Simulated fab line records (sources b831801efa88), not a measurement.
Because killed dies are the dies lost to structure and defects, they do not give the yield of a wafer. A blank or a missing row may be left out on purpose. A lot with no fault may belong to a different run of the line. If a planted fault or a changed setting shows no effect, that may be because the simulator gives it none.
Which tool is to blame? | flow sky130 | 14 lots with 42 wafers sampled at 3 steps, on a route of 708 steps

WHAT THE GAUGES SHOWED, per wafer
SKY_SD_N_RS_MEAS_18: measurement is done with a four-point probe.
lot  | measured     | on           | RES_XHIGH_RS (ohm/sq)
L107 | day 27 22:25 | filmMetro-01 | 332.2 331.6 331.3
L110 | day 29 02:25 | filmMetro-01 | 333.5 333.4 332.4
L111 | day 29 09:07 | filmMetro-04 | 335.1 333.6 333.9
L112 | day 29 19:53 | filmMetro-04 | 333.4 333.4 334.0
L114 | day 30 09:50 | filmMetro-01 | 331.8 331.0 333.1
L115 | day 30 16:23 | filmMetro-04 | 334.7 334.8 336.0
L118 | day 31 17:32 | filmMetro-01 | 332.4 332.3 332.4
L119 | day 32 09:28 | filmMetro-02 | 331.3 331.9 332.4
L122 | day 33 11:37 | filmMetro-02 | 332.7 332.3 332.7
L123 | day 33 14:05 | filmMetro-01 | 331.3 331.2 330.1
L124 | day 33 17:57 | filmMetro-02 | 334.3 334.5 334.3
L126 | day 34 10:41 | filmMetro-01 | 331.3 331.6 333.1
L128 | day 34 21:56 | filmMetro-02 | 335.5 334.5 335.2
L129 | day 35 03:31 | filmMetro-04 | 332.8 331.9 332.7

SKY_LOCAL_INTERCONNECT_RS_MEAS_01: measurement is done with a four-point probe.
lot  | measured     | on           | LOCAL_INTERCONNECT_TIN_RS (ohm/sq)
L107 | day 29 04:16 | filmMetro-02 | 14.34 14.25 14.36
L110 | day 30 07:55 | filmMetro-01 | 14.06 14.19 14.13
L111 | day 30 14:44 | filmMetro-01 | 14.23 14.25 14.25
L112 | day 31 01:44 | filmMetro-01 | 14.15 14.18 14.17
L118 | day 32 22:41 | filmMetro-02 | 14.40 14.24 14.37
L119 | day 33 14:06 | filmMetro-02 | 14.36 14.53 14.38
L122 | day 34 15:37 | filmMetro-02 | 13.97 13.93 14.07
L123 | day 34 18:41 | filmMetro-01 | 14.10 14.28 14.05
L124 | day 34 22:56 | filmMetro-03 | 14.10 13.98 14.14
L126 | day 35 15:48 | filmMetro-01 | 14.29 14.22 14.14
L128 | day 36 02:06 | filmMetro-02 | 14.29 14.31 14.35
L129 | day 36 08:28 | filmMetro-02 | 14.44 14.23 14.35

WHAT TOOL EACH LOT RAN ON (gives the tool, then ch and the chambers of the sampled wafers, and finally the start)
lot  | SKY_LI_CONTACT_PEB_10
L107 | lithoTrack-01 ch 0, day 29 02:00
L110 | lithoTrack-04 ch 0, day 30 06:00
L111 | lithoTrack-01 ch 0, day 30 13:00
L112 | lithoTrack-01 ch 0, day 30 23:00
L114 | lithoTrack-01, day 31 13:00
L115 | lithoTrack-01, day 31 19:00
L118 | lithoTrack-03 ch 0, day 32 20:00
L119 | lithoTrack-01 ch 0, day 33 12:00
L122 | lithoTrack-04 ch 0, day 34 13:00
L123 | lithoTrack-04 ch 0, day 34 16:00
L124 | lithoTrack-01 ch 0, day 34 21:00
L126 | lithoTrack-01 ch 0, day 35 14:00
L128 | lithoTrack-01 ch 0, day 36 00:00
L129 | lithoTrack-03 ch 0, day 36 06:00
- SKY_LI_CONTACT_PEB_10

WHAT THE TOOLS THEMSELVES READ (means of the sampled wafers that have a number; where no wafer has one, the mark that the record gives instead)
SKY_LI_CONTACT_PEB_10.
lot  | tool          | exhaustPa (Pa)
L107 | lithoTrack-01 | 45.9
L110 | lithoTrack-04 | 46.0
L111 | lithoTrack-01 | 45.6
L112 | lithoTrack-01 | 47.0
L114 | lithoTrack-01 | -
L115 | lithoTrack-01 | -
L118 | lithoTrack-03 | 44.8
L119 | lithoTrack-01 | 43.2
L122 | lithoTrack-04 | 45.5
L123 | lithoTrack-04 | 45.5
L124 | lithoTrack-01 | 45.1
L126 | lithoTrack-01 | 45.5
L128 | lithoTrack-01 | 45.7
L129 | lithoTrack-03 | 44.7

THE ANSWER, worked out from the rows above alone
Rule: usual is defined by the lots themselves. Put in order of their means at a reading, lots are off if they are a third of the lots or fewer, leave a main group of 4 or more, and stand apart from it by a gap of 3 or more times the standard deviation of the main group's means; of several such gaps the widest counts. A main group whose means are all the same, to the digits that the tables above print for the reading, isn't used. Also off: a lot with no number at a reading for which 4 or more lots have one. Where the step has rows for the other lots, those lots are counted as sound. The gauges are gone through in route order, then the tools' own readings, and for those a lot's mean is taken as printed above. At the first step where some lot is off, the reading lying furthest off is the one used; lots without a number count as furthest.
Off: L114, L115 (SKY_LI_CONTACT_PEB_10, exhaustPa). Without a number there: L114, L115. For the main group the mean is 45.4 Pa and the standard deviation 0.87.
A tool fits if, at that step or a process step before it, it ran every lot that is off, and no sound lot after the first of them. No candidate that was tried fits.

WHAT THE SIMULATOR HAD PUT IN
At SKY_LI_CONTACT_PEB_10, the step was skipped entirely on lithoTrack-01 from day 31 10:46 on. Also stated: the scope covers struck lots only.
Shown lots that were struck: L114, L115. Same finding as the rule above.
